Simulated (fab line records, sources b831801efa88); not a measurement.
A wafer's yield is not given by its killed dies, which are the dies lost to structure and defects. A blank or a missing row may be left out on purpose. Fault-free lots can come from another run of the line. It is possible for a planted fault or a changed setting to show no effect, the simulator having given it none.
Matching of chambers + flow sfq line + cmp-01 running SFQ_TRILAYER_I3_CMP_CMP_082: 4 sister chambers
The step polishes SiO2. 14 wafers are shown with their chamber, then 7 later ones without.

WAFERS PAIRED WITH THEIR CHAMBERS
| wafer  | chamber | motor current A (A) | time to endpoint s (s) | edge zone pressure frac |
|--------|---------|---------------------|------------------------|-------------------------|
| L563.4 | 3       | 9.6                 | 214                    | 0.998                   |
| L563.5 | 2       | 11.6                | 226                    | 1.004                   |
| L563.6 | 3       | 10.3                | 214                    | 1.000                   |
| L564.2 | 2       | 11.9                | 225                    | 0.997                   |
| L564.1 | 0       | 9.6                 | 233                    | 1.002                   |
| L564.5 | 2       | 11.2                | 225                    | 1.004                   |
| L575.1 | 0       | 10.1                | 203                    | 1.000                   |
| L575.3 | 1       | 9.6                 | 203                    | 0.989                   |
| L575.6 | 0       | 10.2                | 202                    | 0.996                   |
| L579.1 | 1       | 10.2                | 203                    | 1.007                   |
| L579.5 | 0       | 10.2                | 209                    | 1.007                   |
| L579.6 | 1       | 9.5                 | 211                    | 1.001                   |
| L580.1 | 3       | 10.0                | 205                    | 0.999                   |
| L580.2 | 2       | 11.8                | 220                    | 0.998                   |

SIGNATURES (means of the wafers above)
| reading                 | chamber 0 | chamber 1 | chamber 2 | chamber 3 | scatter within a chamber |
|-------------------------|-----------|-----------|-----------|-----------|--------------------------|
| motor current A         | 10.025    | 9.767     | 11.625    | 9.967     | 0.327                    |
| time to endpoint s      | 211.75    | 205.67    | 224.00    | 211.00    | 8.66                     |
| edge zone pressure frac | 1.00125   | 0.99900   | 1.00075   | 0.99900   | 0.00525                  |
Rule: distance of a wafer from a chamber = root of the sum over the readings of ((wafer's reading minus chamber's mean) / reading's scatter) squared. The wafer belongs to the nearest chamber; if the next one is less than 2 further off, it can't be placed. The scatter: take each reading less its chamber's mean, square it, sum over the shown wafers, divide by the number of wafers less the number of chambers, and take the root.

WAFERS WITH NO CHAMBER GIVEN
| wafer  | motor current A (A) | time to endpoint s (s) | edge zone pressure frac |
|--------|---------------------|------------------------|-------------------------|
| L580.5 | 10.3                | 207                    | 0.994                   |
| L585.1 | 9.2                 | 205                    | 0.998                   |
| L585.2 | 9.3                 | 202                    | 1.006                   |
| L585.6 | 11.3                | 222                    | 1.004                   |
| L586.1 | 12.1                | 199                    | 1.002                   |
| L586.2 | 9.9                 | 198                    | 0.992                   |
| L586.6 | 11.4                | 217                    | 1.003                   |

WHICH CHAMBER EACH WENT THROUGH
| wafer  | from the rows above          | in truth |
|--------|------------------------------|----------|
| L580.5 | can't be placed: 3 or 0 or 1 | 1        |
| L585.1 | can't be placed: 1 or 3 or 0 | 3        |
| L585.2 | can't be placed: 1 or 0 or 3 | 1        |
| L585.6 | 2                            | 2        |
| L586.1 | 2                            | 2        |
| L586.2 | can't be placed: 1 or 3 or 0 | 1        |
| L586.6 | 2                            | 2        |
3 of 7 placed correctly. These rows do not allow placing 4 (true chamber among the candidates in 4). Wrongly placed: 0.
